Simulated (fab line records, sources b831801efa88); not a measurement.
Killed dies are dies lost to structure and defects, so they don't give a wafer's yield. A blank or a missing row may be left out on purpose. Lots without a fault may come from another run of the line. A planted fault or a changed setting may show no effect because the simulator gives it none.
Which tool did it? | flow gf180mcu | 13 lots, 39 wafers sampled, at 5 steps of a route of 602

WHAT THE GAUGES READ, wafer by wafer
GF_STI_THK_MEAS_02. Usual: STI_OXIDATION_THK 9.87 nm, standard deviation 0.18.
lot  | measured    | on            | STI_OXIDATION_THK (nm) | flag
L141 | day 1 16:31 | film_metro-04 | 10.07 9.99 9.94        |
L144 | day 2 08:14 | film_metro-03 | 10.07 9.97 9.98        |
L145 | day 2 13:20 | film_metro-03 | 9.83 9.87 9.74         |
L146 | day 2 18:48 | film_metro-02 | 9.79 9.75 9.94         |
L147 | day 2 22:31 | film_metro-04 | 9.86 10.05 9.86        |
L149 | day 3 08:31 | film_metro-04 | 9.51 9.63 9.70         |
L150 | day 3 14:37 | film_metro-03 | 9.91 10.03 10.00       |
L151 | day 3 19:47 | film_metro-04 | 9.86 9.87 9.93         |
L153 | day 4 07:03 | film_metro-04 | 9.91 9.86 10.05        |
L154 | day 4 09:58 | film_metro-03 | 9.65 9.71 9.84         |
L159 | day 5 10:31 | film_metro-04 | 13.43 13.48 13.62      | OFF
L160 | day 5 15:31 | film_metro-04 | 12.99 12.92 13.20      | OFF
L163 | day 6 06:51 | film_metro-02 | 9.93 9.84 9.70         |

GF_POLY_GATE_THK_MEAS_01. Usual: POLY_GATE_CVD_00_THK 200.6 nm, standard deviation 1.9.
lot  | measured     | on            | POLY_GATE_CVD_00_THK (nm) | flag
L141 | day 8 22:05  | film_metro-04 | 197.8 199.4 199.3         |
L144 | day 9 21:28  | film_metro-04 | 200.2 202.7 201.6         |
L145 | day 10 07:05 | film_metro-04 | 197.8 196.4 196.3         |
L146 | day 10 17:17 | film_metro-01 | 197.1 197.6 197.0         |
L147 | day 11 07:04 | film_metro-04 | 203.2 202.8 202.0         |
L149 | day 11 11:14 | film_metro-04 | 198.5 197.3 197.9         |
L150 | day 11 17:56 | film_metro-01 | 203.5 200.5 199.9         |
L151 | day 11 19:55 | film_metro-01 | 200.5 202.8 202.2         |
L153 | day 12 13:54 | film_metro-01 | 199.2 201.3 200.5         |
L154 | day 12 16:50 | film_metro-01 | 200.6 200.7 200.0         |
L159 | day 14 08:02 | film_metro-02 | 200.4 200.9 202.1         |
L160 | day 14 08:02 | film_metro-04 | 200.3 203.3 199.3         |
L163 | day 15 08:40 | film_metro-02 | 202.3 202.7 200.8         |

WHICH TOOL RAN EACH LOT (tool, then ch and the chambers of the sampled wafers, then the start)
lot  | GF_STI_OXIDATION_01          | GF_DNWELL_STRIP_08                  | GF_MVSD_STRIP_10
L141 | furnace-01 ch 0, day 1 15:07 | plasma_asher-03 ch 0,1, day 3 00:28 | plasma_asher-03 ch 0,1, day 4 17:13
L144 | furnace-01 ch 0, day 2 06:50 | plasma_asher-03 ch 0,1, day 3 17:50 | plasma_asher-01 ch 0,1, day 5 11:58
L145 | furnace-02 ch 0, day 2 11:57 | plasma_asher-02 ch 0,1, day 3 23:07 | plasma_asher-03 ch 0,1, day 5 18:28
L146 | furnace-01 ch 0, day 2 17:25 | plasma_asher-02 ch 0,1, day 4 05:28 | plasma_asher-03 ch 0,1, day 6 01:38
L147 | furnace-01 ch 0, day 2 21:07 | plasma_asher-03 ch 0,1, day 4 10:28 | plasma_asher-01 ch 0,1, day 6 07:52
L149 | furnace-02 ch 0, day 3 07:07 | plasma_asher-03 ch 0,1, day 4 22:05 | plasma_asher-03 ch 0,1, day 6 20:13
L150 | furnace-01 ch 0, day 3 13:13 | plasma_asher-03 ch 0,1, day 5 01:52 | plasma_asher-04 ch 0,1, day 7 00:46
L151 | furnace-01 ch 0, day 3 18:23 | plasma_asher-02 ch 0,1, day 5 06:37 | plasma_asher-04 ch 0,1, day 7 04:53
L153 | furnace-02 ch 0, day 4 05:38 | plasma_asher-03 ch 0,1, day 5 18:42 | plasma_asher-04 ch 0,1, day 7 17:05
L154 | furnace-02 ch 0, day 4 08:32 | plasma_asher-01 ch 0,1, day 5 22:11 | plasma_asher-01 ch 0,1, day 7 22:58
L159 | furnace-02 ch 0, day 5 09:07 | plasma_asher-03 ch 0,1, day 6 23:34 | plasma_asher-01 ch 0, day 9 01:25
L160 | furnace-02 ch 0, day 5 14:07 | plasma_asher-02 ch 0,1, day 7 05:28 | plasma_asher-04 ch 0,1, day 9 08:32
L163 | furnace-01 ch 0, day 6 05:26 | plasma_asher-01 ch 0,1, day 7 22:04 | plasma_asher-03 ch 1, day 10 02:25
- GF_STI_OXIDATION_01: stabilise 600 s, purge 300 s, target thk 10 nm.
- GF_DNWELL_STRIP_08: strips in O2/N2.
- GF_MVSD_STRIP_10: strips in O2/N2.

WHAT THE TOOLS THEMSELVES READ (means of the sampled wafers that have a number; where no wafer has one, the mark that the record gives instead)
GF_DNWELL_STRIP_08. Usual: drypump_motor_current_A 6.1 A, standard deviation 0.47; heater_power_w 325 W, standard deviation 33; oes_product_au 0.723 a.u., standard deviation 0.0046; platen_temp_c 249.99 C, standard deviation 0.16; strip_time_to_endpoint_s 36.96 s, standard deviation 0.11.
lot  | tool            | drypump_motor_current_A (A) | heater_power_w (W) | oes_product_au (a.u.) | platen_temp_c (C) | strip_time_to_endpoint_s (s) | flag
L141 | plasma_asher-03 | 6.0                         | 344                | 0.721                 | 249.89            | 37.06                        |
L144 | plasma_asher-03 | 6.3                         | 327                | 0.724                 | 249.99            | 37.01                        |
L145 | plasma_asher-02 | 6.0                         | 301                | 0.724                 | 249.94            | 37.05                        |
L146 | plasma_asher-02 | 6.3                         | 289                | 0.722                 | 249.96            | 36.93                        |
L147 | plasma_asher-03 | 6.3                         | 331                | 0.723                 | 249.96            | 36.97                        |
L149 | plasma_asher-03 | 6.3                         | 321                | 0.721                 | 250.11            | 36.98                        |
L150 | plasma_asher-03 | 6.0                         | 344                | 0.721                 | 249.86            | 37.03                        |
L151 | plasma_asher-02 | 6.0                         | 298                | 0.723                 | 249.99            | 37.01                        |
L153 | plasma_asher-03 | 6.0                         | 347                | 0.721                 | 249.86            | 36.95                        |
L154 | plasma_asher-01 | 6.1                         | 359                | 0.720                 | 249.86            | 36.84                        |
L159 | plasma_asher-03 | 6.0                         | 343                | 0.725                 | 249.87            | 36.81                        |
L160 | plasma_asher-02 | 6.3                         | 288                | 0.725                 | 250.05            | 36.82                        |
L163 | plasma_asher-01 | 5.7                         | 336                | 0.724                 | 249.92            | 37.22                        |

GF_MVSD_STRIP_10. Usual: drypump_motor_current_A 6.0 A, standard deviation 0.47; heater_power_w 342 W, standard deviation 24; oes_product_au 0.722 a.u., standard deviation 0.0045; platen_temp_c 250.01 C, standard deviation 0.18; strip_time_to_endpoint_s 36.95 s, standard deviation 0.11.
lot  | tool            | drypump_motor_current_A (A) | heater_power_w (W) | oes_product_au (a.u.) | platen_temp_c (C) | strip_time_to_endpoint_s (s) | flag
L141 | plasma_asher-03 | 6.3                         | 329                | 0.718                 | 250.10            | 36.89                        |
L144 | plasma_asher-01 | 5.7                         | 344                | 0.719                 | 249.98            | 36.79                        |
L145 | plasma_asher-03 | 6.0                         | 350                | 0.722                 | 250.23            | 36.86                        |
L146 | plasma_asher-03 | 6.3                         | 322                | 0.719                 | 250.01            | 37.02                        |
L147 | plasma_asher-01 | 5.7                         | 341                | 0.719                 | 249.97            | 36.82                        |
L149 | plasma_asher-03 | 6.0                         | 344                | 0.718                 | 249.96            | 36.90                        |
L150 | plasma_asher-04 | 5.9                         | 347                | 0.720                 | 250.24            | 37.06                        |
L151 | plasma_asher-04 | 6.0                         | 340                | 0.720                 | 249.94            | 37.01                        |
L153 | plasma_asher-04 | 5.9                         | 344                | 0.719                 | 249.99            | 36.89                        |
L154 | plasma_asher-01 | 5.7                         | 340                | 0.720                 | 249.88            | 37.01                        |
L159 | plasma_asher-01 | 5.3                         | 328                | 0.725                 | 249.94            | 36.93                        |
L160 | plasma_asher-04 | 6.0                         | 341                | 0.721                 | 250.08            | 36.91                        |
L163 | plasma_asher-03 | 5.7                         | 371                | 0.720                 | 249.99            | 36.81                        |

THE ANSWER, worked out from the rows above alone
Rule: a lot is off if the mean of its wafers that have a number lies more than 3 standard deviations from the usual mean. A lot without any number at a reading at which 4 lots or more have one is off too. The other lots that the step has rows for count as sound. The gauges are gone through in route order, then the tools' own readings, and for those a lot's mean is taken as printed above. The first step at which some lot is off is used, and at that step the reading that is off furthest; a lot without a number counts as furthest.
Off: L159, L160, at GF_STI_THK_MEAS_02 (STI_OXIDATION_THK).
A tool fits if, at a process step before that reading, it ran every lot that is off, and no sound lot after the first of them. The gauges at GF_STI_THK_MEAS_02 are tried like those tools. Can't be told from this: 2 tools fit, furnace-02 at GF_STI_OXIDATION_01, film_metro-04 at GF_STI_THK_MEAS_02.

WHAT THE SIMULATOR HAD PUT IN
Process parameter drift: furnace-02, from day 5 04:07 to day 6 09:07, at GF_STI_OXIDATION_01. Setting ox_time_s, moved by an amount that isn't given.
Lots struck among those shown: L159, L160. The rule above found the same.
